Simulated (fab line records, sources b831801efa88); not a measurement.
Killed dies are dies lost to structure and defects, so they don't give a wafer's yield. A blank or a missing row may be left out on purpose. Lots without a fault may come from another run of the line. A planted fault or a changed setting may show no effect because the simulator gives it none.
Chamber matching | flow gf180mcu | GF_V4_CMP_26 on cmp-01: 4 sister chambers
The step polishes, stops on SiO2, t overpolish 15 s, target thk 0 nm. 8 wafers are shown with their chamber, then 7 later ones without.

WAFERS WITH THEIR CHAMBER
wafer  | chamber | motor_current_A (A) | time_to_endpoint_s (s)
L257.3 | 1       | 10.4                | 84
L267.1 | 1       | 10.9                | 82
L267.2 | 2       | 11.1                | 86
L269.1 | 0       | 10.3                | 81
L269.3 | 3       | 11.1                | 87
L269.6 | 2       | 11.7                | 80
L270.3 | 0       | 10.2                | 85
L270.4 | 3       | 11.1                | 87

WAFERS WITHOUT THEIR CHAMBER
wafer  | motor_current_A (A) | time_to_endpoint_s (s)
L270.5 | 10.6                | 82
L271.2 | 11.7                | 82
L271.4 | 10.2                | 85
L271.5 | 10.0                | 86
L273.1 | 11.1                | 91
L273.3 | 10.8                | 83
L273.4 | 12.6                | 83

WHICH CHAMBER EACH WENT THROUGH
wafer  | from the rows above               | in truth
L270.5 | can't be placed: 1 or 0           | 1
L271.2 | can't be placed: 2 or 3           | 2
L271.4 | can't be placed: 0 or 1           | 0
L271.5 | can't be placed: 0 or 1           | 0
L273.1 | can't be placed: 3 or 2 or 1      | 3
L273.3 | can't be placed: 1 or 3 or 0 or 2 | 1
L273.4 | can't be placed: 2 or 3           | 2
Placed correctly: 0 of 7. Can't be placed from these rows: 7 (the true chamber is among the candidates in 7). Placed wrongly: 0.
How it was worked out, from the rows above alone: a wafer's distance from a chamber is the root of the sum, over the readings, of the square of ((its reading less the chamber's mean) divided by the reading's scatter). The wafer belongs to the nearest chamber; if the next one is less than 2 further off, it can't be placed. A chamber's mean is the mean of its shown wafers. The scatter: the root of (the sum of the squares of (reading less its chamber's mean) over the shown wafers, divided by (wafers less chambers)).
